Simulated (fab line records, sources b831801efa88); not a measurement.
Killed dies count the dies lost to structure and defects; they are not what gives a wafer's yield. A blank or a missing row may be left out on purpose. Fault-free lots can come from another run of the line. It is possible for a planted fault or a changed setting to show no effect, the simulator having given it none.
Chamber matching || flow sky130 || 4 sister chambers for SKY_POLY_GATE_ETCH_17 on rieSi-01
The step etches poly-Si in HBr/Cl2, stops on SiO2, target depth 180 nm, time 70.5 s. 4 wafers are shown with their chamber, then 11 later ones without.

WAFERS PAIRED WITH THEIR CHAMBERS
{"wafer": "L569.4", "chamber": 3, "drypumpMotorCurrentA (A)": 5.3}
{"wafer": "L571.3", "chamber": 1, "drypumpMotorCurrentA (A)": 5.8}
{"wafer": "L571.4", "chamber": 2, "drypumpMotorCurrentA (A)": 5.1}
{"wafer": "L572.1", "chamber": 0, "drypumpMotorCurrentA (A)": 6.5}

WAFERS MISSING THEIR CHAMBER
{"wafer": "L572.2", "drypumpMotorCurrentA (A)": 5.3}
{"wafer": "L572.5", "drypumpMotorCurrentA (A)": 6.5}
{"wafer": "L574.1", "drypumpMotorCurrentA (A)": 6.5}
{"wafer": "L574.2", "drypumpMotorCurrentA (A)": 5.3}
{"wafer": "L574.6", "drypumpMotorCurrentA (A)": 5.3}
{"wafer": "L582.1", "drypumpMotorCurrentA (A)": 6.5}
{"wafer": "L582.3", "drypumpMotorCurrentA (A)": 5.3}
{"wafer": "L582.6", "drypumpMotorCurrentA (A)": 5.9}
{"wafer": "L584.1", "drypumpMotorCurrentA (A)": 5.3}
{"wafer": "L584.4", "drypumpMotorCurrentA (A)": 6.5}
{"wafer": "L584.5", "drypumpMotorCurrentA (A)": 5.1}

EACH ONE'S CHAMBER
{"wafer": "L572.2", "from the rows above": 3, "in truth": 3}
{"wafer": "L572.5", "from the rows above": 0, "in truth": 0}
{"wafer": "L574.1", "from the rows above": 0, "in truth": 0}
{"wafer": "L574.2", "from the rows above": 3, "in truth": 3}
{"wafer": "L574.6", "from the rows above": 3, "in truth": 3}
{"wafer": "L582.1", "from the rows above": 0, "in truth": 0}
{"wafer": "L582.3", "from the rows above": 3, "in truth": 3}
{"wafer": "L582.6", "from the rows above": 1, "in truth": 1}
{"wafer": "L584.1", "from the rows above": 3, "in truth": 3}
{"wafer": "L584.4", "from the rows above": 0, "in truth": 0}
{"wafer": "L584.5", "from the rows above": 2, "in truth": 2}
Placed correctly: 11 of 11. Left unplaced by these rows: 0. Number placed wrongly: 0.
How it was worked out, from the rows above alone: a wafer's distance from a chamber is the root of the sum, over the readings, of the square of ((its reading less the chamber's mean) divided by the reading's scatter). If the next closest chamber is less than 2 further off than the closest, the wafer can't be placed; otherwise it belongs to the closest. The mean given for a chamber averages the wafers shown for that chamber. The scatter (one wafer shown for each chamber): square how far every hidden wafer sits from the nearest shown wafer, average those squares and take the square root.
